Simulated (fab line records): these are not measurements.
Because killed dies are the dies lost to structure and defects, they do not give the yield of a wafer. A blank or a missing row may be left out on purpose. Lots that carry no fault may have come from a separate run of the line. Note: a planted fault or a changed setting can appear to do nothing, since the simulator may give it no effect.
Matching of chambers | flow gf180mcu | rie diel-02 running GF_V3_ETCH_16: 4 sister chambers
The step etches BARC in N2/H2. 18 wafers are shown with their chamber, then 9 later ones without.

== EACH WAFER AND ITS CHAMBER ==
wafer  | chamber | drypump motor current A (A) | rf fwd power W (W) | oes product au (a.u.)
L612.2 | 0       | 6.5                         | 497.4              | 0.855
L612.3 | 2       | 6.4                         | 494.2              | 0.857
L612.5 | 1       | 5.8                         | 489.8              | 0.859
L615.1 | 3       | 5.8                         | 495.6              | 0.862
L615.4 | 1       | 5.8                         | 494.4              | 0.847
L615.6 | 2       | 6.4                         | 496.5              | 0.857
L616.2 | 2       | 6.4                         | 497.3              | 0.852
L616.3 | 0       | 6.5                         | 495.9              | 0.859
L616.6 | 2       | 6.4                         | 497.1              | 0.851
L619.1 | 1       | 5.8                         | 490.2              | 0.854
L619.3 | 2       | 6.4                         | 496.3              | 0.862
L619.5 | 2       | 6.4                         | 497.4              | 0.853
L620.1 | 2       | 6.4                         | 497.6              | 0.848
L620.2 | 1       | 5.8                         | 492.5              | 0.857
L620.6 | 2       | 6.3                         | 498.4              | 0.857
L621.2 | 2       | 6.4                         | 495.9              | 0.858
L621.4 | 2       | 6.4                         | 498.2              | 0.850
L621.5 | 1       | 5.8                         | 494.4              | 0.849

SIGNATURES, as means of the wafers listed above
reading                 | chamber 0 | chamber 1 | chamber 2 | chamber 3 | scatter within a chamber
drypump motor current A | 6.500     | 5.800     | 6.390     | 5.800     | 0.0254
rf fwd power W          | 496.650   | 492.260   | 496.890   | 495.600   | 1.57
oes product au          | 0.85700   | 0.85320   | 0.85450   | 0.86200   | 0.0045
Rule: a wafer lies at a distance from a chamber equal to the root of the sum of squares, over the readings, of (its reading less the chamber's mean, divided by the reading's scatter). The wafer belongs to the nearest chamber; if the next one is less than 2 further off, it can't be placed. The scatter: take each reading less its chamber's mean, square it, sum over the shown wafers, divide by the number of wafers less the number of chambers, and take the root.

== WAFERS MISSING THEIR CHAMBER ==
wafer  | drypump motor current A (A) | rf fwd power W (W) | oes product au (a.u.)
L632.2 | 5.8                         | 491.4              | 0.869
L632.5 | 6.5                         | 498.7              | 0.860
L632.6 | 5.8                         | 490.6              | 0.859
L634.3 | 5.8                         | 489.9              | 0.861
L634.4 | 5.8                         | 496.9              | 0.858
L634.5 | 6.5                         | 497.2              | 0.863
L635.1 | 6.4                         | 496.9              | 0.852
L635.4 | 6.5                         | 497.7              | 0.859
L635.5 | 6.5                         | 499.6              | 0.860

== WHICH CHAMBER EACH WENT THROUGH ==
wafer  | from the rows above     | in truth
L632.2 | can't be placed: 3 or 1 | 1
L632.5 | 0                       | 0
L632.6 | can't be placed: 1 or 3 | 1
L634.3 | can't be placed: 1 or 3 | 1
L634.4 | can't be placed: 3 or 1 | 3
L634.5 | 0                       | 0
L635.1 | 2                       | 2
L635.4 | 0                       | 0
L635.5 | 0                       | 0
Placed correctly: 5 of 9. From these rows, 4 cannot be placed; in 4 the true chamber is one of the candidates. Wrongly placed: 0.
